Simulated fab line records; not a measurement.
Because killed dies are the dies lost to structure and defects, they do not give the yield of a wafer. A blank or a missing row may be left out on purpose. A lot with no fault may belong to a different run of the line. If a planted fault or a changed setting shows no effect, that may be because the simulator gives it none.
Check for tools in common + flow gf180mcu + Lots sampled 12, wafers sampled 35

THE REASON FOR OPENING IT
GF_V3_THK_MEAS_03, reading V3_CVD_02_THK: flagged on 1 of 12 lots. No-fault wafers: 849 nm, standard deviation 11.
Rule: a lot is flagged when every wafer of it that has a number lies more than 4 standard deviations from that mean, or none has a number. As for the other lots, they are considered sound.

| lot  | measured     | on           | V3_CVD_02_THK (nm), wafer by wafer | flag    |
|------|--------------|--------------|------------------------------------|---------|
| L766 | day 21 07:52 | filmMetro-01 | 841 864 854                        |         |
| L768 | day 22 10:50 | filmMetro-02 | 836 861 839                        |         |
| L769 | day 22 18:01 | filmMetro-01 | 848 833 867                        |         |
| L770 | day 23 08:38 | filmMetro-04 | 845 838 859                        |         |
| L771 | day 23 13:25 | filmMetro-04 | 844 850 849                        |         |
| L772 | day 23 17:49 | filmMetro-02 | 853 864 874                        |         |
| L773 | day 24 01:43 | filmMetro-01 | 855 868 868                        |         |
| L774 | day 24 12:38 | filmMetro-04 | 826 830 854                        |         |
| L776 | day 25 04:00 | filmMetro-01 | 854 855 867                        |         |
| L778 | day 25 16:22 | filmMetro-04 | 845 839 844                        |         |
| L780 | day 26 14:12 | filmMetro-01 | 837 848 849                        |         |
| L782 | day 26 23:52 | filmMetro-01 | 965 973                            | FLAGGED |
Average over the flagged lots: 969 nm; offset from the usual +120 nm, equal to +11 standard deviations.

WHICH TOOL EACH LOT WENT THROUGH
2 process steps preceding the reading are held in the record, out of 602 steps in the route. Cell contents, in order: the tool; ch with the chambers the sampled wafers went through; the start.
| lot  | flag    | GF_V2_SPUTTER_22            | GF_V3_CVD_02                    |
|------|---------|-----------------------------|---------------------------------|
| L766 |         | pvdSputter-02, day 20 05:44 | pecvd-02 ch 1,2, day 21 07:47   |
| L768 |         | pvdSputter-02, day 21 08:40 | pecvd-02 ch 0,1, day 22 10:46   |
| L769 |         | pvdSputter-01, day 21 16:40 | pecvd-04 ch 0,1, day 22 17:56   |
| L770 |         | pvdSputter-02, day 22 07:47 | pecvd-01 ch 0,1, day 23 08:33   |
| L771 |         | pvdSputter-02, day 22 13:11 | pecvd-02 ch 0,1,2, day 23 13:20 |
| L772 |         | pvdSputter-01, day 22 17:37 | pecvd-02 ch 0,2, day 23 17:44   |
| L773 |         | pvdSputter-01, day 23 01:01 | pecvd-01 ch 1,2, day 24 01:39   |
| L774 |         | pvdSputter-02, day 23 12:29 | pecvd-04 ch 1,2, day 24 12:34   |
| L776 |         | pvdSputter-04, day 24 03:34 | pecvd-02 ch 1,2, day 25 03:56   |
| L778 |         | pvdSputter-02, day 24 16:43 | pecvd-02 ch 1,2, day 25 16:18   |
| L780 |         | pvdSputter-01, day 25 14:56 | pecvd-02 ch 0,1,2, day 26 14:08 |
| L782 | FLAGGED | pvdSputter-01, day 26 01:25 | pecvd-02 ch 0,1, day 26 23:48   |
What these steps do:
- GF_V2_SPUTTER_22: material TiN, target thk 10 nm, time 40 s.
- GF_V3_CVD_02: deposits SiO2 from TEOS, target thk 850 nm, time 94.851 s.
- GF_V3_THK_MEAS_03

FLAGGED OVER TOTAL, TOOL BY TOOL (the gauges that took the reading come last)
| step              | tool          | lots run | flagged | share of the flagged lots | sound lots run after its first flagged lot |
|-------------------|---------------|----------|---------|---------------------------|--------------------------------------------|
| GF_V2_SPUTTER_22  | pvdSputter-01 | 5        | 1       | all                       | 0                                          |
| GF_V2_SPUTTER_22  | pvdSputter-02 | 6        | 0       | none                      | -                                          |
| GF_V2_SPUTTER_22  | pvdSputter-04 | 1        | 0       | none                      | -                                          |
| GF_V3_CVD_02      | pecvd-01      | 2        | 0       | none                      | -                                          |
| GF_V3_CVD_02      | pecvd-02      | 8        | 1       | all                       | 0                                          |
| GF_V3_CVD_02      | pecvd-04      | 2        | 0       | none                      | -                                          |
| GF_V3_THK_MEAS_03 | filmMetro-01  | 6        | 1       | all                       | 0                                          |
| GF_V3_THK_MEAS_03 | filmMetro-02  | 2        | 0       | none                      | -                                          |
| GF_V3_THK_MEAS_03 | filmMetro-04  | 4        | 0       | none                      | -                                          |

WHAT THE TABLE ALLOWS
3 rows of the table ran every flagged lot: pvdSputter-01 at GF_V2_SPUTTER_22, pecvd-02 at GF_V3_CVD_02, filmMetro-01 at GF_V3_THK_MEAS_03.
- pvdSputter-01 at GF_V2_SPUTTER_22 ran 5 lots, 1 of them flagged. Last sound lot L780 at day 25 14:56, first flagged lot L782 at day 26 01:25; a fault beginning in between fits.
- pecvd-02 at GF_V3_CVD_02 ran 8 lots, 1 of them flagged. Last sound lot L780 at day 26 14:08, first flagged lot L782 at day 26 23:48; a fault beginning in between fits.
- filmMetro-01 at GF_V3_THK_MEAS_03 ran 6 lots, 1 of them flagged. Last sound lot L780 at day 26 14:12, first flagged lot L782 at day 26 23:52; a fault beginning in between fits.
These 3 tools cannot be told apart by counting lots, since each of them fits a fault that started at some hour. More lots, or a look at what each step does to the wafer, might.

WHAT THE SIMULATOR PUT IN
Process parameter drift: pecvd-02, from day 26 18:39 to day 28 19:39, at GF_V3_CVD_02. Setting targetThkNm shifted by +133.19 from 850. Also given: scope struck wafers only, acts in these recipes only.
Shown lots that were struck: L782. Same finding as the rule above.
